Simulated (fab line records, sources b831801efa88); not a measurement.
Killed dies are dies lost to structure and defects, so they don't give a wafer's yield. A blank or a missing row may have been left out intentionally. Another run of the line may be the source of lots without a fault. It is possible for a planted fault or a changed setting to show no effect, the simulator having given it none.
One fault through the eyes of 2 desks ; flow sky130 ; every desk sees just its own numbers, and what lay behind them comes last

== THE TOOL OWNER'S DESK: implanter-01 ==
SKY_NWELL_IMPLANT_11, tool's own readings: per-lot mean of the sampled wafers with a number, covering each lot this tool ran. Marked OUT: a lot whose mean sits more than 4 standard deviations from the usual mean, which makes it out of limits; the brackets give that distance.
Columns: A = beam energy keV at SKY_NWELL_IMPLANT_11, usual 399.99; B = beam on s at SKY_NWELL_IMPLANT_11, usual 9.99 s; C = faraday current uA at SKY_NWELL_IMPLANT_11, usual 107.3
lot;first seen here;A;B;C
L255;day 5 06:22;399.78;9.82;108.8
L263;day 7 05:11;400.00;8.85 (-5.4) OUT;121.8 (+6.6) OUT
L264;day 7 08:28;399.76;8.71 (-6.1) OUT;126.0 (+8.5) OUT
This desk finds L263, L264 out of limits, L263 being first, at day 7 05:11 (beam on s at SKY_NWELL_IMPLANT_11). L255 stayed within limits.

== THE METROLOGY DESK ==
Means of the sampled wafers that have a number, per lot and without regard to the tool the lot ran on: this is what the gauges read. Marked OUT: a lot whose mean sits more than 4 standard deviations from the usual mean, which makes it out of limits; the brackets give that distance.
Columns: A = FIELD_ISO_CVD_24_THK at SKY_FIELD_ISO_THK_MEAS_25, usual 597 nm; B = NWELL_TW at SKY_NWELL_TW_MEAS_15, usual 1818; C = NWELL_2_TW at SKY_NWELL_TW_MEAS_26, usual 496; D = NWELL_RS at SKY_NWELL_RS_MEAS_29, usual 625.2 ohm/sq
lot;first seen here;A;B;C;D
L252;day 2 09:49;584;1812;500;624.7
L255;day 2 22:44;594;1838;495;625.3
L256;day 3 04:56;587;1832;498;624.5
L257;day 3 12:16;594;1836;497;627.0
L258;day 3 14:57;590;1816;499;627.9
L263;day 4 16:56;594;1744 (-5.3) OUT;491;672.9 (+32) OUT
L264;day 4 21:06;615;1740 (-5.5) OUT;497;669.1 (+29) OUT
L269;day 6 01:45;605;1824;493;623.8
L271;day 6 11:28;604;1801;494;623.6
L270;day 6 11:29;607;1829;493;625.3
L274;day 7 01:53;599;1794;493;627.3
L275;day 7 12:52;601;1831;497;624.2
Finding of this desk: L263, L264 out of limits, first seen on L263 at day 7 05:41 (NWELL_TW at SKY_NWELL_TW_MEAS_15). L252, L255, L256, L257, L258, L269, L271, L270, L274, L275 stayed within limits.

== TAKEN TOGETHER ==
On L263, L264, at day 7 05:11, an alarm was possible from the tool owner's desk.
At day 7 05:41 the metrology desk could have sounded an alarm, on L263, L264.
On implanter-01, each named lot ran SKY_NWELL_IMPLANT_11.

== WHAT THE SIMULATOR HAD PUT IN ==
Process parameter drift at SKY_NWELL_IMPLANT_11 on implanter-01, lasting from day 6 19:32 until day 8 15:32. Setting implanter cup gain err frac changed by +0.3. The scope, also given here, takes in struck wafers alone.
Struck lots among those shown: L263, L264.
Counting hours from when the fault started, the first reading out of limits came at 10 for the tool owner's desk and at 10 for the metrology desk.
